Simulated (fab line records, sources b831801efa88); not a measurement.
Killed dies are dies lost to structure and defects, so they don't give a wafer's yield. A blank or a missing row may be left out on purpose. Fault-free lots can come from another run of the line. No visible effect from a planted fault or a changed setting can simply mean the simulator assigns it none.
Problem report in the 8D (eight disciplines) form, filled by code || flow sky130 || the parts of the form that need people (team, actions taken, sign-off) are left out

1. WHAT IS WRONG
Mean of killed at contacts at SKY_PAD_OPEN_PROBE_99: 430 across 9 wafers in 3 lots; on wafers with no fault it is 24 (standard deviation 5.6). Relative to the usual mean, that is a shift of +73 standard deviations.
Seen first at day 49 22:41 on prober-02, wafer L688.3. At this step, 12 wafers from 4 lots have a number in the record. The rule behind "out" and "out of limits": a value lying over 4 standard deviations away from the usual mean. All remaining wafers that have a number are taken as sound.

2. WHAT IT IS AND WHAT IT IS NOT
{"question": "which readings at this step", "is": "killed at contacts, killed dies, killed on rim", "is not": "killed_at_M0_to_M3, killed_at_M4_up, killed open, killed short"}
{"question": "which lots", "is": "L688, L689, L690", "is not": "L679"}
{"question": "which wafers of those lots", "is": "all that have a number", "is not": "-"}
{"question": "read on which tools", "is": "prober-01, prober-02", "is not": "-"}
{"question": "when", "is": "from day 49 22:41", "is not": "up to then (3 sound wafers)"}

3. WHAT RULES OUT EACH SUSPECT
Counting: any tool at a process step up to the reading is kept as a suspect provided that every lot that is out went through it and no sound lot did after the first of them.
- cmp-01 at SKY_CONTACT_CMP_27 (polishes, stops on SiO2, t overpolish 15 s, target thk 0 nm): kept. It processed each lot that is out, first L688 at day 37 05:04, and no sound lot thereafter; up to then, the last sound lot it processed was L679 at day 34 15:38.
Remaining after the count: cmp-01 at SKY_CONTACT_CMP_27.

4. THE CAUSE (what the simulator had put in)
Whole step skipped at SKY_CONTACT_CMP_27 on cmp-01, starting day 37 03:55. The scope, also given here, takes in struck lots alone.
This tool alone remained once counting was done.

5. THE CHAIN OF EFFECTS, in route order
Each row: a reading where the mean over the struck wafers with a number is more than 3 standard deviations away from the usual. Readings are gone through only where the record gives a usual standard deviation; hours: the median, over the lots, of the time from a lot's start at the first step in this table giving one to that lot's start at this step; sigmas: the change measured in usual standard deviations.
{"hours": 0, "step": "SKY_PAD_OPEN_PROBE_99", "reading": "killed at contacts", "usual": 24, "on struck wafers": 430, "change": "+406", "sigmas": "+73"}
{"hours": 0, "step": "SKY_PAD_OPEN_PROBE_99", "reading": "killed dies", "usual": 86, "on struck wafers": 492, "change": "+406", "sigmas": "+44"}
{"hours": 0, "step": "SKY_PAD_OPEN_PROBE_99", "reading": "killed on rim", "usual": 17, "on struck wafers": 96, "change": "+79", "sigmas": "+21"}
The process steps in it:
- SKY_PAD_OPEN_PROBE_99
Readings that are blank on the struck wafers while sound wafers have them: edge zone pressure frac at SKY_CONTACT_CMP_27; head pressure psi at SKY_CONTACT_CMP_27; motor current A at SKY_CONTACT_CMP_27; overpolish run s at SKY_CONTACT_CMP_27; slurry flow ml min at SKY_CONTACT_CMP_27; time to endpoint s at SKY_CONTACT_CMP_27.

6. HOW IT WOULD HAVE BEEN CAUGHT EARLIER
In this record no reading fell out of limits until day 49 22:41, 307 hours after the fault had begun at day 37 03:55.
At SKY_CONTACT_CMP_27 the tool's readings are blank on the struck wafers, where sound wafers have them: an empty tool record is the first sign, and it was there at once.
The start of SKY_CONTACT_CMP_27 on cmp-01 came by day 49 22:41 for every one of the lots that are out (3). A hold on the tool at that time would have spared none of them.
